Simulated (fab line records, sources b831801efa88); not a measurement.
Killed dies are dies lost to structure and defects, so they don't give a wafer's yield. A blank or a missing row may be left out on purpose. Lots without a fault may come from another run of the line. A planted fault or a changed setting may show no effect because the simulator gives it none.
Chamber matching | flow sky130 | SKY_FIELD_ISO_CMP_27 on cmp-02: 4 sister chambers
The step polishes, stops on Si3N4, t overpolish 16 s, target thk 457.8 nm. 8 wafers are shown with their chamber, then 10 later ones without.

WAFERS WITH THEIR CHAMBER
wafer  | chamber | motor_current_A (A) | time_to_endpoint_s (s)
L339.4 | 3       | 10.9                | 115
L344.2 | 1       | 13.7                | 112
L344.5 | 2       | 11.7                | 114
L348.2 | 3       | 10.9                | 106
L348.3 | 1       | 14.1                | 112
L348.6 | 0       | 11.6                | 107
L350.1 | 2       | 12.0                | 113
L350.2 | 0       | 11.6                | 105

WAFERS WITHOUT THEIR CHAMBER
wafer  | motor_current_A (A) | time_to_endpoint_s (s)
L350.6 | 11.1                | 106
L351.2 | 12.9                | 118
L351.3 | 11.7                | 115
L351.5 | 11.4                | 111
L352.1 | 11.4                | 117
L352.2 | 11.3                | 111
L352.4 | 13.4                | 119
L355.2 | 13.1                | 117
L355.3 | 11.3                | 113
L355.4 | 11.6                | 120

WHICH CHAMBER EACH WENT THROUGH
wafer  | from the rows above          | in truth
L350.6 | can't be placed: 3 or 0      | 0
L351.2 | can't be placed: 1 or 2      | 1
L351.3 | can't be placed: 2 or 0      | 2
L351.5 | can't be placed: 0 or 2 or 3 | 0
L352.1 | can't be placed: 2 or 3 or 0 | 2
L352.2 | can't be placed: 3 or 0 or 2 | 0
L352.4 | 1                            | 1
L355.2 | 1                            | 1
L355.3 | can't be placed: 3 or 0 or 2 | 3
L355.4 | can't be placed: 2 or 0      | 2
Placed correctly: 2 of 10. Can't be placed from these rows: 8 (the true chamber is among the candidates in 8). Placed wrongly: 0.
How it was worked out, from the rows above alone: a wafer's distance from a chamber is the root of the sum, over the readings, of the square of ((its reading less the chamber's mean) divided by the reading's scatter). The wafer belongs to the nearest chamber; if the next one is less than 2 further off, it can't be placed. A chamber's mean is the mean of its shown wafers. The scatter: the root of (the sum of the squares of (reading less its chamber's mean) over the shown wafers, divided by (wafers less chambers)).
